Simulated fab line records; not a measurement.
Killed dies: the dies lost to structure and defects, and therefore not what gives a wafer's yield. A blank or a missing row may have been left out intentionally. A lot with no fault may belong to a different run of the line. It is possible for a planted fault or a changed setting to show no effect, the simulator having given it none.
Matching of chambers / flow sfq line / rie diel-01 running SFQ_TRILAYER_I0_VIA_BARC_OPEN_VIA_ETCH_046: 4 sister chambers
The step etches BARC in O2, target depth 125 nm, time 41.7 s. 4 wafers are shown with their chamber, then 9 later ones without.

WAFERS, EACH WITH ITS CHAMBER
wafer=L142.3; chamber=3; drypump motor current A (A)=5.8
wafer=L142.6; chamber=0; drypump motor current A (A)=4.8
wafer=L143.5; chamber=1; drypump motor current A (A)=5.8
wafer=L143.6; chamber=2; drypump motor current A (A)=6.1

WAFERS WITH NO CHAMBER GIVEN
wafer=L145.2; drypump motor current A (A)=4.8
wafer=L145.5; drypump motor current A (A)=4.8
wafer=L145.6; drypump motor current A (A)=6.1
wafer=L148.1; drypump motor current A (A)=6.1
wafer=L148.4; drypump motor current A (A)=5.7
wafer=L148.5; drypump motor current A (A)=4.8
wafer=L151.1; drypump motor current A (A)=6.1
wafer=L152.1; drypump motor current A (A)=5.8
wafer=L155.4; drypump motor current A (A)=5.8

WHICH CHAMBER EACH WENT THROUGH
wafer=L145.2; from the rows above=0; in truth=0
wafer=L145.5; from the rows above=0; in truth=0
wafer=L145.6; from the rows above=2; in truth=2
wafer=L148.1; from the rows above=2; in truth=2
wafer=L148.4; from the rows above=can't be placed: 1 or 3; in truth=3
wafer=L148.5; from the rows above=0; in truth=0
wafer=L151.1; from the rows above=2; in truth=2
wafer=L152.1; from the rows above=can't be placed: 1 or 3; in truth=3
wafer=L155.4; from the rows above=can't be placed: 1 or 3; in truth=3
6 of 9 placed correctly. Unplaceable from these rows: 3, with the true chamber sitting among the candidates in 3. 0 placed wrongly.
How it was worked out, from the rows above alone: a wafer's distance from a chamber is the root of the sum, over the readings, of the square of ((its reading less the chamber's mean) divided by the reading's scatter). The wafer belongs to the nearest chamber; if the next one is less than 2 further off, it can't be placed. For every chamber, the mean is computed from those of its wafers that are shown. The scatter: root of mean squared gap, hidden wafer to nearest shown wafer, with one shown wafer a chamber.
